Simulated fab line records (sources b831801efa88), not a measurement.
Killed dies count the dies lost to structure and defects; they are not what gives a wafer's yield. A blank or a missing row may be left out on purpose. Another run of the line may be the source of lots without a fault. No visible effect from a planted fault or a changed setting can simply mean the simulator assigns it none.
Chamber matching | flow sky130 | SKY_CONTACT_CMP_04 on cmp-02 has 4 sister chambers
The step polishes SiO2. 4 wafers are shown with their chamber, then 12 later ones without.

== WAFERS WITH THEIR CHAMBER ==
wafer  | chamber | motor current A (A)
L091.6 | 0       | 14.0
L091.2 | 2       | 11.5
L091.4 | 3       | 10.8
L091.5 | 1       | 10.4

== WAFERS WITH NO CHAMBER GIVEN ==
wafer  | motor current A (A)
L092.3 | 11.2
L092.4 | 11.2
L092.6 | 14.2
L095.1 | 11.5
L095.4 | 14.4
L095.6 | 12.2
L096.3 | 14.2
L096.4 | 10.5
L096.5 | 12.0
L097.2 | 11.2
L097.3 | 10.3
L097.5 | 13.6

== THE CHAMBER EACH PASSED THROUGH ==
wafer  | from the rows above          | in truth
L092.3 | can't be placed: 2 or 3 or 1 | 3
L092.4 | can't be placed: 2 or 3 or 1 | 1
L092.6 | 0                            | 0
L095.1 | 2                            | 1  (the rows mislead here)
L095.4 | 0                            | 0
L095.6 | 2                            | 2
L096.3 | 0                            | 0
L096.4 | can't be placed: 1 or 3      | 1
L096.5 | 2                            | 2
L097.2 | can't be placed: 2 or 3 or 1 | 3
L097.3 | can't be placed: 1 or 3      | 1
L097.5 | 0                            | 0
Correct placement for 6 of the 12. Cannot be placed on the basis of these rows: 5; the candidates contain the true chamber in 5. Number placed wrongly: 1.
How it was worked out, from the rows above alone: a wafer's distance from a chamber is the root of the sum, over the readings, of the square of ((its reading less the chamber's mean) divided by the reading's scatter). If the next closest chamber is less than 2 further off than the closest, the wafer can't be placed; otherwise it belongs to the closest. The mean given for a chamber averages the wafers shown for that chamber. The scatter: with one shown wafer a chamber, the root of the mean of the squares of how far each hidden wafer lies from its nearest shown one.
